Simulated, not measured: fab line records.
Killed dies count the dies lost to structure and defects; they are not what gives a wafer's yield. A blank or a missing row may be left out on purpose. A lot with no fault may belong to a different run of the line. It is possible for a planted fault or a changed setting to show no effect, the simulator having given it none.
fab line records ; flow gf180mcu ; part 1 of 2: steps 1 to 24 of 33
record lots=5; wafers=15; last-day=31
route steps=602 shown M5@537 V5@540 TOP_METAL@567
lots untouched by any fault: they come from a run of this same line in which no faults occurred
start-h: the number of hours between the record's first day and the start of the first shown wafer of the lot ; wait-h: hours elapsed since this lot's preceding step ; " unchanged from the row above ; L1.1+2: a row that stands for several wafers ; - value missing, or start not given ; * or withheld: withheld ; < > ~ a bound
route shown NAME@n: a module of which the file shows steps, and the number in the route of the first ; usual: average and standard deviation across the fault-free wafers ; same: alike in all rows ; chamber/n: place in a boat ; sites: readings site by site ; _std_site: the values' standard deviation ; _edge_site: mean of outer sites minus mean of inner sites ; radius-mm: how far each site lies from the wafer's centre ; mask NAME#n: copy n ; behind: tool/chamber where the wafer was last shaped ; hold: why the lot went on hold/how many hours it stayed there/how the hold came to an end ; device: which transistor (n, p or np) failed to switch ; end of line: the route-end tests of the same wafers ; where a step has no rows: the recipe by itself ; killed: the dies lost at the first sort to structure and to defects; this is not the yield of the wafer ; map: the dies of a wafer, with x for killed, . for not killed, _ for no die there
set.NAME: the setting as run; set.NAME@STEP: as run at that earlier step ; model.NAME: the simulator's own value behind a step, which no gauge read
a table for each step, a row for each wafer; lots at some steps of the route
services: when a tool's chamber went out of use (start-h, in hours from the record's first day, below 0 if earlier), for how many hours, and the reason
## steps
# step GF_M5_STRIP_11
# recipe chemistry=O2/N2; power-w=1400; pressure-mtorr=1500; platen-temp-c=250; o2-flow-sccm=3000; n2-flow-sccm=300; overash-fraction=0.5
# usual drypump-motor-current-A=5.8/0.4; heater-power-w=364/48; oes-product-au=0.521/0.0053; strip-time-to-endpoint-s=6.99/0.058
lot.wafer;tool;chamber;start-h;wait-h;drypump-motor-current-A;heater-power-w;oes-product-au;rf-hours-counter-h;strip-time-to-endpoint-s
L075.1;plasma-asher-01;0;616.44;0.1;6.2;426;0.518;55;6.96
L075.2;plasma-asher-01;1;616.44;0.1;5.7;338;0.521;55;6.98
L075.5;plasma-asher-01;0;616.44;0.1;6.2;415;0.525;-;6.93
L078.1;plasma-asher-01;1;635.93;0.1;5.8;338;0.523;57;7.09
L078.3;plasma-asher-01;0;635.93;0.1;6.2;413;0.526;-;7.06
L078.6;plasma-asher-01;0;635.93;0.1;6.2;421;0.511;-;7.00
L082.1;plasma-asher-02;1;663.88;0.1;5.2;398;0.517;77;7.09
L082.3;plasma-asher-02;0;663.88;0.1;5.1;321;0.515;-;6.92
L082.6;plasma-asher-02;0;663.88;0.1;5.1;315;0.517;-;7.08
L083.3;plasma-asher-04;1;676.35;0.1;6.2;318;0.519;-;6.89
L083.5;plasma-asher-04;1;676.35;0.1;6.2;307;0.515;-;7.03
L083.6;plasma-asher-04;0;676.35;0.1;5.8;403;0.514;-;6.92
L084.2;plasma-asher-04;0;682.69;0.1;5.9;401;0.517;24;6.97
L084.5;plasma-asher-04;1;682.69;0.1;6.1;317;0.519;-;6.97
L084.6;plasma-asher-04;0;682.69;0.1;5.8;409;0.521;-;6.89
# step GF_M5_STRIP_12
# recipe chemistry=post-etch-residue-remover; time-s=1200; temp-c=72.5
# usual bath-heat-duty-pct=15.0/1.7; temp-c=72.49/0.14
lot.wafer;tool;chamber;start-h;wait-h;bath-heat-duty-pct;temp-c
L075.1;wet-bench-04;2;616.54;0.1;15.4;72.39
L075.2;wet-bench-04;2;616.54;0.1;15.9;72.55
L075.5;wet-bench-04;2;616.54;0.1;16.4;72.63
L078.1;wet-bench-03;2;636.03;0.1;13.1;72.32
L078.3;wet-bench-03;2;636.03;0.1;14.2;72.42
L078.6;wet-bench-03;2;636.03;0.1;14.1;72.41
L082.1;wet-bench-04;3;663.98;0.1;13.1;72.43
L082.3;wet-bench-04;3;663.98;0.1;12.6;72.56
L082.6;wet-bench-04;3;663.98;0.1;13.7;72.33
L083.3;wet-bench-03;0;676.42;0.0;19.1;72.65
L083.5;wet-bench-03;0;676.42;0.0;17.8;72.50
L083.6;wet-bench-03;0;676.42;0.0;17.9;72.63
L084.2;wet-bench-03;1;682.79;0.1;13.2;72.33
L084.5;wet-bench-03;1;682.79;0.1;13.7;72.50
L084.6;wet-bench-03;1;682.79;0.1;13.9;72.43
# step GF_M5_CLEAN_13
# recipe chemistry=DIW; dry=n2-spin
lot.wafer;tool;chamber;start-h;wait-h
L075.1+2+5;wet-bench-01;0;616.88;0.0
L078.1+3+6;wet-bench-04;1;636.38;0.0
L082.1+3+6;wet-bench-03;3;664.33;0.0
L083.3+5+6;wet-bench-04;0;676.76;0.0
L084.2+5+6;wet-bench-04;1;683.24;0.1
# step GF_V5_CVD_00
# recipe material=SiO2; target-thk-nm=300; sigma-open-frac=0.3; temp-c=400; time-s=50; sih4-flow-sccm=60; pressure-mtorr=6
lot.wafer;tool;chamber;start-h;wait-h
L075.1+2+5;hdpcvd-02;0,2,1;616.97;0.0
L078.1+3+6;hdpcvd-01;2,1,1;636.47;0.0
L082.1+3+6;hdpcvd-01;1,0,2;664.42;0.0
L083.3+5+6;hdpcvd-01;0,0,2;676.85;0.0
L084.2+5+6;hdpcvd-02;2,0,1;683.33;0.0
# step GF_V5_THK_MEAS_01
# recipe reads=SiO2_of_V5_CVD_00
# usual V5_CVD_00_THK=302/3.7
lot.wafer;tool;chamber;start-h;wait-h;V5_CVD_00_THK[nm]
L075.1;film-metro-04;-;617.01;0.0;299
L075.2;film-metro-04;-;617.01;0.0;301
L075.5;film-metro-04;-;617.01;0.0;304
L078.1;film-metro-03;-;636.51;0.0;300
L078.3;film-metro-03;-;636.51;0.0;304
L078.6;film-metro-03;-;636.51;0.0;304
L082.1;film-metro-03;-;664.46;0.0;310
L082.3;film-metro-03;-;664.46;0.0;304
L082.6;film-metro-03;-;664.46;0.0;307
L083.3;film-metro-04;-;676.91;0.0;302
L083.5;film-metro-04;-;676.91;0.0;299
L083.6;film-metro-04;-;676.91;0.0;298
L084.2;film-metro-01;-;683.38;0.0;302
L084.5;film-metro-01;-;683.38;0.0;304
L084.6;film-metro-01;-;683.38;0.0;306
# step GF_V5_CVD_02
# recipe material=SiO2; target-thk-nm=1450; precursor=TEOS; temp-c=400; time-s=163.28; rf-w=600
# usual heater-power-w=648/140
lot.wafer;tool;chamber;start-h;wait-h;heater-power-w
L075.1;pecvd-02;0;617.07;0.1;670
L075.2;pecvd-02;1;617.07;0.1;759
L075.5;pecvd-02;0;617.07;0.1;721
L078.1;pecvd-04;0;636.57;0.1;763
L078.3;pecvd-04;2;636.57;0.1;741
L078.6;pecvd-04;1;636.57;0.1;643
L082.1;pecvd-04;0;664.52;0.1;788
L082.3;pecvd-04;1;664.52;0.1;606
L082.6;pecvd-04;1;664.52;0.1;497
L083.3;pecvd-04;0;676.95;0.0;790
L083.5;pecvd-04;1;676.95;0.0;594
L083.6;pecvd-04;2;676.95;0.0;783
L084.2;pecvd-02;1;683.43;0.0;798
L084.5;pecvd-02;0;683.43;0.0;596
L084.6;pecvd-02;2;683.43;0.0;858
# step GF_V5_THK_MEAS_03
# recipe reads=SiO2_of_V5_CVD_02
# usual V5_CVD_02_THK=1447/24
lot.wafer;tool;chamber;start-h;wait-h;V5_CVD_02_THK[nm]
L075.1;film-metro-03;-;617.18;0.1;1429
L075.2;film-metro-03;-;617.18;0.1;1429
L075.5;film-metro-03;-;617.18;0.1;1482
L078.1;film-metro-04;-;636.68;0.1;1421
L078.3;film-metro-04;-;636.68;0.1;1445
L078.6;film-metro-04;-;636.68;0.1;1442
L082.1;film-metro-04;-;664.63;0.1;1408
L082.3;film-metro-04;-;664.63;0.1;1420
L082.6;film-metro-04;-;664.63;0.1;1430
L083.3;film-metro-04;-;677.08;0.1;1404
L083.5;film-metro-04;-;677.08;0.1;1426
L083.6;film-metro-04;-;677.08;0.1;1438
L084.2;film-metro-03;-;683.55;0.1;1445
L084.5;film-metro-03;-;683.55;0.1;1462
L084.6;film-metro-03;-;683.55;0.1;1466
# step GF_V5_CMP_04
# recipe material=SiO2; down-force-psi=4; platen-rpm=60; pad-velocity-m-s=0.94248
# usual edge-zone-pressure-frac=1.000/0.0051; head-pressure-psi=4.001/0.0084; motor-current-A=12.1/0.86; slurry-flow-ml-min=149.9/0.45
lot.wafer;tool;chamber;start-h;wait-h;edge-zone-pressure-frac;head-pressure-psi;motor-current-A;slurry-flow-ml-min
L075.1;cmp-02;3;617.24;0.1;1.004;3.997;11.6;149.3
L075.2;cmp-02;1;617.24;0.1;0.997;3.997;12.0;150.4
L075.5;cmp-02;3;617.24;0.1;0.994;3.993;12.0;149.6
L078.3;cmp-01;3;636.74;0.0;0.991;3.995;9.8;149.7
L078.1;cmp-01;1;636.74;0.0;0.996;3.991;12.2;149.5
L078.6;cmp-01;3;636.74;0.0;0.998;3.988;10.0;150.2
L082.1;cmp-01;3;664.74;0.1;1.002;4.019;10.4;149.8
L082.3;cmp-01;0;664.74;0.1;0.996;4.001;13.2;149.8
L082.6;cmp-01;3;664.74;0.1;1.003;4.011;9.6;149.4
L083.3;cmp-02;2;677.50;0.4;1.006;4.008;11.9;149.9
L083.6;cmp-02;3;677.50;0.4;0.988;4.003;12.1;149.5
L083.5;cmp-02;0;677.50;0.4;0.996;4.006;12.7;149.8
L084.2;cmp-02;1;683.60;0.0;1.003;3.999;12.3;149.8
L084.5;cmp-02;1;683.60;0.0;1.006;4.000;12.3;150.2
L084.6;cmp-02;2;683.60;0.0;1.004;4.006;12.2;149.4
# step GF_V5_BOW_MEAS_05
# recipe mode=bow
# usual V5_BOW=133/9.9
lot.wafer;tool;chamber;start-h;wait-h;V5_BOW[um]
L075.1;film-metro-03;-;617.54;0.2;121
L075.2;film-metro-03;-;617.54;0.2;128
L075.5;film-metro-03;-;617.54;0.2;146
L078.1;film-metro-01;-;637.04;0.1;120
L078.3;film-metro-01;-;637.04;0.1;127
L078.6;film-metro-01;-;637.04;0.1;126
L082.1;film-metro-01;-;664.99;0.2;129
L082.3;film-metro-01;-;664.99;0.2;129
L082.6;film-metro-01;-;664.99;0.2;124
L083.3;film-metro-01;-;677.69;0.1;145
L083.5;film-metro-01;-;677.69;0.1;148
L083.6;film-metro-01;-;677.69;0.1;146
L084.2;film-metro-03;-;683.92;0.3;124
L084.5;film-metro-03;-;683.92;0.3;131
L084.6;film-metro-03;-;683.92;0.3;134
# step GF_V5_DEHYDRATE_06
# recipe temp-c=200; time-s=60
# usual exhaust-pa=45.1/0.92
lot.wafer;tool;chamber;start-h;wait-h;exhaust-pa
L075.1;litho-track-02;0;627.39;9.8;43.8
L075.2;litho-track-02;0;627.39;9.8;44.9
L075.5;litho-track-02;0;627.39;9.8;44.4
L078.1;litho-track-03;0;646.52;9.5;45.4
L078.3;litho-track-03;0;646.52;9.5;45.6
L078.6;litho-track-03;0;646.52;9.5;45.3
L082.1;litho-track-02;0;674.44;9.4;45.6
L082.3;litho-track-02;0;674.44;9.4;44.6
L082.6;litho-track-02;0;674.44;9.4;45.7
L083.3;litho-track-04;0;686.71;9.0;46.3
L083.5;litho-track-04;0;686.71;9.0;45.0
L083.6;litho-track-04;0;686.71;9.0;46.4
L084.2;litho-track-03;0;692.44;8.5;44.5
L084.5;litho-track-03;0;692.44;8.5;46.2
L084.6;litho-track-03;0;692.44;8.5;43.0
# step GF_V5_HMDS_07
# recipe prime-time-s=60; prime-temp-c=120
# usual exhaust-pa=45.1/0.92; prime-temp-c=120.01/0.13
lot.wafer;tool;chamber;start-h;wait-h;exhaust-pa;prime-temp-c
L075.1;litho-track-02;0;627.54;0.1;43.6;119.75
L075.2;litho-track-02;0;627.54;0.1;44.8;120.23
L075.5;litho-track-02;0;627.54;0.1;43.4;119.98
L078.1;litho-track-03;0;646.67;0.1;44.2;119.83
L078.3;litho-track-03;0;646.67;0.1;44.1;120.07
L078.6;litho-track-03;0;646.67;0.1;45.5;119.72
L082.1;litho-track-02;0;674.59;0.1;43.5;119.89
L082.3;litho-track-02;0;674.59;0.1;44.0;120.03
L082.6;litho-track-02;0;674.59;0.1;46.4;120.05
L083.3;litho-track-04;0;686.86;0.1;43.9;120.23
L083.5;litho-track-04;0;686.86;0.1;45.5;120.16
L083.6;litho-track-04;0;686.86;0.1;43.9;120.26
L084.2;litho-track-03;0;692.59;0.1;44.6;119.98
L084.5;litho-track-03;0;692.59;0.1;44.9;119.83
L084.6;litho-track-03;0;692.59;0.1;44.9;119.93
# step GF_V5_COAT_08
# recipe resist=BARC; temp-c=withheld; time-s=withheld; spin-rpm=withheld; resist-thk-nm=withheld
# usual exhaust-pa=44.7/0.89
lot.wafer;tool;chamber;start-h;wait-h;exhaust-pa
L075.1;litho-track-02;0;627.69;0.1;44.9
L075.2;litho-track-02;0;627.69;0.1;45.7
L075.5;litho-track-02;0;627.69;0.1;45.1
L078.1;litho-track-03;0;646.82;0.1;44.6
L078.3;litho-track-03;0;646.82;0.1;45.2
L078.6;litho-track-03;0;646.82;0.1;45.7
L082.1;litho-track-02;0;674.74;0.1;44.8
L082.3;litho-track-02;0;674.74;0.1;45.4
L082.6;litho-track-02;0;674.74;0.1;45.8
L083.3;litho-track-04;0;687.01;0.1;43.7
L083.5;litho-track-04;0;687.01;0.1;44.0
L083.6;litho-track-04;0;687.01;0.1;44.0
L084.2;litho-track-03;0;692.74;0.1;43.7
L084.5;litho-track-03;0;692.74;0.1;43.9
L084.6;litho-track-03;0;692.74;0.1;44.0
# step GF_V5_COAT_09
# recipe resist=KrF; spin-rpm=withheld; resist-thk-nm=1000
# usual exhaust-pa=44.9/0.84
lot.wafer;tool;chamber;start-h;wait-h;exhaust-pa
L075.1;litho-track-02;0;-;-;45.6
L075.2;litho-track-02;0;-;-;45.2
L075.5;litho-track-02;0;-;-;45.9
L078.1;litho-track-03;0;-;-;44.6
L078.3;litho-track-03;0;-;-;44.1
L078.6;litho-track-03;0;-;-;42.8
L082.1;litho-track-02;0;-;-;44.9
L082.3;litho-track-02;0;-;-;43.7
L082.6;litho-track-02;0;-;-;44.7
L083.3;litho-track-04;0;-;-;44.1
L083.5;litho-track-04;0;-;-;44.0
L083.6;litho-track-04;0;-;-;44.8
L084.2;litho-track-03;0;-;-;45.9
L084.5;litho-track-03;0;-;-;44.3
L084.6;litho-track-03;0;-;-;44.6
# step GF_V5_SOFTBAKE_10
# recipe temp-c=130; time-s=60; resist=KrF
# usual exhaust-pa=44.9/0.93
lot.wafer;tool;chamber;start-h;wait-h;exhaust-pa
L075.1;litho-track-02;0;-;-;46.2
L075.2;litho-track-02;0;-;-;44.8
L075.5;litho-track-02;0;-;-;46.0
L078.1;litho-track-03;0;-;-;44.4
L078.3;litho-track-03;0;-;-;45.4
L078.6;litho-track-03;0;-;-;44.5
L082.1;litho-track-02;0;-;-;43.5
L082.3;litho-track-02;0;-;-;44.1
L082.6;litho-track-02;0;-;-;44.0
L083.3;litho-track-04;0;-;-;46.9
L083.5;litho-track-04;0;-;-;47.3
L083.6;litho-track-04;0;-;-;46.8
L084.2;litho-track-03;0;-;-;43.8
L084.5;litho-track-03;0;-;-;44.4
L084.6;litho-track-03;0;-;-;44.8
# step GF_V5_EXPOSE_11
# recipe mask-id=Via5; target-cd-nm=260; na=0.68; source-shape=conventional; sigma-outer=0.6; dose-mj=38
# usual focus-offset-nm=-0.1/0.52
lot.wafer;tool;chamber;start-h;wait-h;mask;focus-offset-nm
L075.1;krf-scanner-01;0;-;-;Via5#0;-0.1
L075.2;krf-scanner-01;0;-;-;Via5#0;-0.2
L075.5;krf-scanner-01;0;-;-;Via5#0;-0.2
L078.1;krf-scanner-01;0;-;-;Via5#0;0.2
L078.3;krf-scanner-01;0;-;-;Via5#0;0.0
L078.6;krf-scanner-01;0;-;-;Via5#0;0.6
L082.1;krf-scanner-01;0;-;-;Via5#0;-1.1
L082.3;krf-scanner-01;0;-;-;Via5#0;-0.3
L082.6;krf-scanner-01;0;-;-;Via5#0;-0.2
L083.3;krf-scanner-01;0;-;-;Via5#0;-1.2
L083.5;krf-scanner-01;0;-;-;Via5#0;-0.8
L083.6;krf-scanner-01;0;-;-;Via5#0;0.2
L084.2;krf-scanner-02;0;-;-;Via5#0;-0.5
L084.5;krf-scanner-02;0;-;-;Via5#0;0.2
L084.6;krf-scanner-02;0;-;-;Via5#0;-0.2
# step GF_V5_PEB_12
# recipe peb-temp-c=135; peb-time-s=90; resist=KrF
# usual exhaust-pa=44.8/0.89
lot.wafer;tool;chamber;start-h;wait-h;exhaust-pa
L075.1;litho-track-03;0;-;-;45.7
L075.2;litho-track-03;0;-;-;45.2
L075.5;litho-track-03;0;-;-;43.8
L078.1;litho-track-02;0;-;-;45.6
L078.3;litho-track-02;0;-;-;43.5
L078.6;litho-track-02;0;-;-;43.9
L082.1;litho-track-02;0;-;-;44.8
L082.3;litho-track-02;0;-;-;46.2
L082.6;litho-track-02;0;-;-;45.1
L083.3;litho-track-04;0;-;-;45.0
L083.5;litho-track-04;0;-;-;45.9
L083.6;litho-track-04;0;-;-;45.2
L084.2;litho-track-02;0;-;-;43.2
L084.5;litho-track-02;0;-;-;44.6
L084.6;litho-track-02;0;-;-;44.2
# step GF_V5_DEVELOP_13
# recipe develop-time-s=60; resist=KrF; dev-temp-c=21
# usual exhaust-pa=45.1/0.85
lot.wafer;tool;chamber;start-h;wait-h;exhaust-pa
L075.1;litho-track-03;0;638.07;0.2;45.5
L075.2;litho-track-03;0;638.07;0.2;44.8
L075.5;litho-track-03;0;638.07;0.2;45.9
L078.1;litho-track-02;0;656.84;0.2;44.5
L078.3;litho-track-02;0;656.84;0.2;45.2
L078.6;litho-track-02;0;656.84;0.2;43.0
L082.1;litho-track-02;0;684.39;0.2;46.1
L082.3;litho-track-02;0;684.39;0.2;46.3
L082.6;litho-track-02;0;684.39;0.2;45.7
L083.3;litho-track-04;0;696.36;0.1;44.9
L083.5;litho-track-04;0;696.36;0.1;44.6
L083.6;litho-track-04;0;696.36;0.1;43.9
L084.2;litho-track-02;0;702.31;0.2;46.0
L084.5;litho-track-02;0;702.31;0.2;45.9
L084.6;litho-track-02;0;702.31;0.2;45.2
# step GF_V5_CD_MEAS_14
# recipe target-cd-nm=260
# usual cd-nm=260.4/1.1
lot.wafer;tool;chamber;start-h;wait-h;cd-nm
L075.1;cd-sem-02;-;638.22;0.1;259.8
L075.2;cd-sem-02;-;638.22;0.1;258.8
L075.5;cd-sem-02;-;638.22;0.1;259.7
L078.1;cd-sem-02;-;656.99;0.1;259.7
L078.3;cd-sem-02;-;656.99;0.1;260.4
L078.6;cd-sem-02;-;656.99;0.1;260.2
L082.1;cd-sem-01;-;684.54;0.1;261.8
L082.3;cd-sem-01;-;684.54;0.1;261.4
L082.6;cd-sem-01;-;684.54;0.1;260.8
L083.3;cd-sem-01;-;696.50;0.1;260.6
L083.5;cd-sem-01;-;696.50;0.1;260.8
L083.6;cd-sem-01;-;696.50;0.1;260.3
L084.2;cd-sem-01;-;702.46;0.1;259.7
L084.5;cd-sem-01;-;702.46;0.1;259.5
L084.6;cd-sem-01;-;702.46;0.1;258.6
# step GF_V5_OVL_MEAS_15
# usual V5_OVL=3/4.5
lot.wafer;tool;chamber;start-h;wait-h;V5_OVL[nm]
L075.1;overlay-02;-;638.34;0.1;-1
L075.2;overlay-02;-;638.34;0.1;5
L075.5;overlay-02;-;638.34;0.1;0
L078.1;overlay-02;-;657.11;0.1;6
L078.3;overlay-02;-;657.11;0.1;4
L078.6;overlay-02;-;657.11;0.1;1
L082.1;overlay-02;-;684.66;0.1;7
L082.3;overlay-02;-;684.66;0.1;0
L082.6;overlay-02;-;684.66;0.1;5
L083.3;overlay-01;-;696.59;0.1;10
L083.5;overlay-01;-;696.59;0.1;7
L083.6;overlay-01;-;696.59;0.1;6
L084.2;overlay-01;-;702.57;0.1;10
L084.5;overlay-01;-;702.57;0.1;-1
L084.6;overlay-01;-;702.57;0.1;3
# step GF_V5_ETCH_16
# recipe chemistry=N2/H2; target-depth-a=withheld; overetch-a=withheld; time-s=withheld; target=BARC; ion-energy-ev=200; source-w=500; bias-w=100; pressure-mtorr=30; n2-flow-sccm=100; h2-flow-sccm=200
# usual bias-w=99.97/0.29; drypump-motor-current-A=5.9/0.42; h2-flow-sccm=200.1/0.59; oes-product-au=0.854/0.0048; throttle-valve-pct=13.225/0.0094
lot.wafer;tool;chamber;start-h;wait-h;bias-w;drypump-motor-current-A;h2-flow-sccm;oes-product-au;throttle-valve-pct
L075.1;rie-diel-02;0;638.37;0.0;99.83;6.4;200.4;0.860;13.221
L075.2;rie-diel-02;3;638.37;0.0;99.73;5.5;199.8;0.848;13.215
L075.5;rie-diel-02;2;638.37;0.0;99.92;6.1;200.0;0.864;13.216
L078.1;rie-diel-03;1;657.15;0.0;99.78;4.9;199.7;0.861;13.227
L078.3;rie-diel-03;2;657.15;0.0;100.16;5.8;200.4;0.847;13.225
L078.6;rie-diel-03;3;657.15;0.0;100.13;5.5;199.8;0.855;13.225
L082.1;rie-diel-02;0;684.70;0.0;100.00;6.3;199.9;0.854;13.218
L082.3;rie-diel-02;1;684.70;0.0;99.67;6.1;200.2;0.857;13.222
L082.6;rie-diel-02;2;684.70;0.0;99.54;6.1;200.0;0.859;13.216
L083.3;rie-diel-04;1;696.61;0.0;99.88;5.9;200.4;0.855;13.239
L083.5;rie-diel-04;2;696.61;0.0;99.59;5.9;199.8;0.850;13.247
L083.6;rie-diel-04;1;696.61;0.0;99.70;5.9;199.9;0.851;13.221
L084.2;rie-diel-04;1;702.60;0.0;99.92;5.9;200.9;0.860;13.233
L084.5;rie-diel-04;3;702.60;0.0;100.04;6.1;200.4;0.859;13.227
L084.6;rie-diel-04;2;702.60;0.0;99.91;5.9;199.4;0.863;13.227
# step GF_V5_ETCH_17
# recipe chemistry=C4F8/O2/Ar; mask-material=KrF; target=SiO2; stop-on=TiN; source-w=1500; bias-w=1200; pressure-mtorr=40; c4f8-flow-sccm=withheld; O2_flow_sccm=6; Ar_flow_sccm=300; time-s=withheld; target-depth-a=8550
# usual bias-w=1200/3.7; oes-product-au=0.859/0.0045
lot.wafer;tool;chamber;start-h;wait-h;bias-w;oes-product-au
L075.1;rie-diel-02;0;-;-;1201;0.859
L075.2;rie-diel-02;3;-;-;1200;0.855
L075.5;rie-diel-02;2;-;-;1203;0.855
L078.1;rie-diel-03;1;-;-;1202;0.862
L078.3;rie-diel-03;2;-;-;1196;0.862
L078.6;rie-diel-03;3;-;-;1197;0.858
L082.1;rie-diel-02;0;-;-;1198;0.863
L082.3;rie-diel-02;1;-;-;1196;0.865
L082.6;rie-diel-02;2;-;-;1198;0.866
L083.3;rie-diel-04;1;-;-;1191;0.861
L083.5;rie-diel-04;2;-;-;1201;0.863
L083.6;rie-diel-04;1;-;-;1199;0.850
L084.2;rie-diel-04;1;-;-;1201;0.862
L084.5;rie-diel-04;3;-;-;1196;0.858
L084.6;rie-diel-04;2;-;-;1197;0.861
# step GF_V5_STRIP_18
# recipe chemistry=O2/N2; power-w=1400; pressure-mtorr=1500; platen-temp-c=250; o2-flow-sccm=3000; n2-flow-sccm=300; overash-fraction=0.5
# usual drypump-motor-current-A=5.5/0.48; heater-power-w=329/56; oes-product-au=0.568/0.0053
lot.wafer;tool;chamber;start-h;wait-h;drypump-motor-current-A;heater-power-w;oes-product-au;rf-hours-counter-h
L075.1;plasma-asher-03;0;638.53;-;5.0;264;0.563;109
L075.2;plasma-asher-03;1;638.53;-;6.1;288;0.565;109
L075.5;plasma-asher-03;0;638.53;-;5.0;271;0.572;-
L078.1;plasma-asher-03;1;657.30;-;6.1;295;0.564;111
L078.3;plasma-asher-03;0;657.30;-;5.0;273;0.562;-
L078.6;plasma-asher-03;0;657.30;-;5.0;273;0.570;-
L082.1;plasma-asher-04;0;684.85;-;5.8;408;0.569;24
L082.3;plasma-asher-04;1;684.85;-;6.2;317;0.568;-
L082.6;plasma-asher-04;0;684.85;-;5.8;397;0.562;-
L083.3;plasma-asher-02;0;696.80;-;5.1;310;0.570;-
L083.5;plasma-asher-02;1;696.80;-;5.2;399;0.567;-
L083.6;plasma-asher-02;0;696.80;-;5.1;311;0.559;-
L084.2;plasma-asher-04;1;702.75;-;6.1;308;0.572;27
L084.5;plasma-asher-04;1;702.75;-;6.1;315;0.564;-
L084.6;plasma-asher-04;0;702.75;-;5.8;406;0.571;-
# step GF_V5_STRIP_19
# recipe chemistry=post-etch-residue-remover; time-s=1200; temp-c=72.5
# usual bath-heat-duty-pct=14.9/1.8; temp-c=72.48/0.12
lot.wafer;tool;chamber;start-h;wait-h;bath-heat-duty-pct;temp-c
L075.1;wet-bench-01;3;638.63;0.1;12.0;72.40
L075.2;wet-bench-01;3;638.63;0.1;13.2;72.55
L075.5;wet-bench-01;3;638.63;0.1;11.5;72.61
L078.1;wet-bench-02;1;657.40;0.1;14.3;72.48
L078.3;wet-bench-02;1;657.40;0.1;14.5;72.47
L078.6;wet-bench-02;1;657.40;0.1;14.5;72.38
L082.1;wet-bench-04;1;684.95;0.1;14.1;72.35
L082.3;wet-bench-04;1;684.95;0.1;14.3;72.25
L082.6;wet-bench-04;1;684.95;0.1;13.8;72.40
L083.3;wet-bench-04;0;696.87;0.0;15.0;72.67
L083.5;wet-bench-04;0;696.87;0.0;14.3;72.58
L083.6;wet-bench-04;0;696.87;0.0;14.9;72.61
L084.2;wet-bench-04;3;702.85;0.1;14.0;72.41
L084.5;wet-bench-04;3;702.85;0.1;13.2;72.49
L084.6;wet-bench-04;3;702.85;0.1;14.1;72.42
# step GF_V5_CLEAN_20
# recipe chemistry=DIW; dry=n2-spin
lot.wafer;tool;chamber;start-h;wait-h
L075.1+2+5;wet-bench-04;2;638.97;0.0
L078.1+3+6;wet-bench-04;2;657.74;0.0
L082.1+3+6;wet-bench-02;1;685.29;0.0
L083.3+5+6;wet-bench-04;2;697.30;0.1
L084.2+5+6;wet-bench-04;1;703.19;0.0
